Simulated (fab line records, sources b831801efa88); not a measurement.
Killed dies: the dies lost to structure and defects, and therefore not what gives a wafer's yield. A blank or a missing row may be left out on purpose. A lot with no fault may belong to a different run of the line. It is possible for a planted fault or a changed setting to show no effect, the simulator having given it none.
Which of the tools did it? | flow gf180mcu | 7 lots with 21 wafers sampled at 2 steps, on a route of 602 steps

WHAT THE GAUGES SHOWED, per wafer
GF_M1_CD_MEAS_14: target cd 230 nm.
lot  | measured     | on        | cd_nm (nm)
L115 | day 17 22:52 | cd_sem-01 | 228.2 229.3 228.8
L121 | day 20 05:33 | cd_sem-01 | 229.3 229.4 229.0
L123 | day 21 02:45 | cd_sem-01 | 231.9 231.1 231.9
L125 | day 21 10:01 | cd_sem-02 | 230.6 229.0 229.7
L132 | day 24 01:16 | cd_sem-02 | 229.9 229.7 230.0
L134 | day 24 13:47 | cd_sem-01 | 231.2 231.0 230.5
L136 | day 25 02:02 | cd_sem-02 | 227.2 226.6 228.6

EACH LOT AND THE TOOL THAT RAN IT (in order: tool; ch and the chambers of the sampled wafers; start)
lot  | GF_CONTACT_SPUTTER_22
L115 | pvd_sputter-02, day 16 23:23
L121 | pvd_sputter-02, day 19 04:20
L123 | pvd_sputter-03, day 20 01:54
L125 | pvd_sputter-03, day 20 09:37
L132 | pvd_sputter-02, day 23 01:38
L134 | pvd_sputter-03, day 23 14:07
L136 | pvd_sputter-02, day 24 03:48
- GF_CONTACT_SPUTTER_22: material Ti, target thk 15 nm, time 80.02 s.

THE ANSWER, worked out from the rows above alone
Rule: what is usual is taken from the lots themselves. The widest of any qualifying gaps counts: lots, ordered by their means at a reading, are off when they make up no more than a third of the lots, leave a main group of 4 or more, and stand apart from it by 3 or more times the standard deviation of that group's means. The tables above print the reading to a certain number of digits; a main group whose means all agree to those digits is not used. A lot without any number at a reading at which 4 lots or more have one is off too. Any other lot the step has rows for is counted as sound.
None of the lots is off at any reading shown; this tells nothing.

WHAT THE SIMULATOR HAD PUT IN
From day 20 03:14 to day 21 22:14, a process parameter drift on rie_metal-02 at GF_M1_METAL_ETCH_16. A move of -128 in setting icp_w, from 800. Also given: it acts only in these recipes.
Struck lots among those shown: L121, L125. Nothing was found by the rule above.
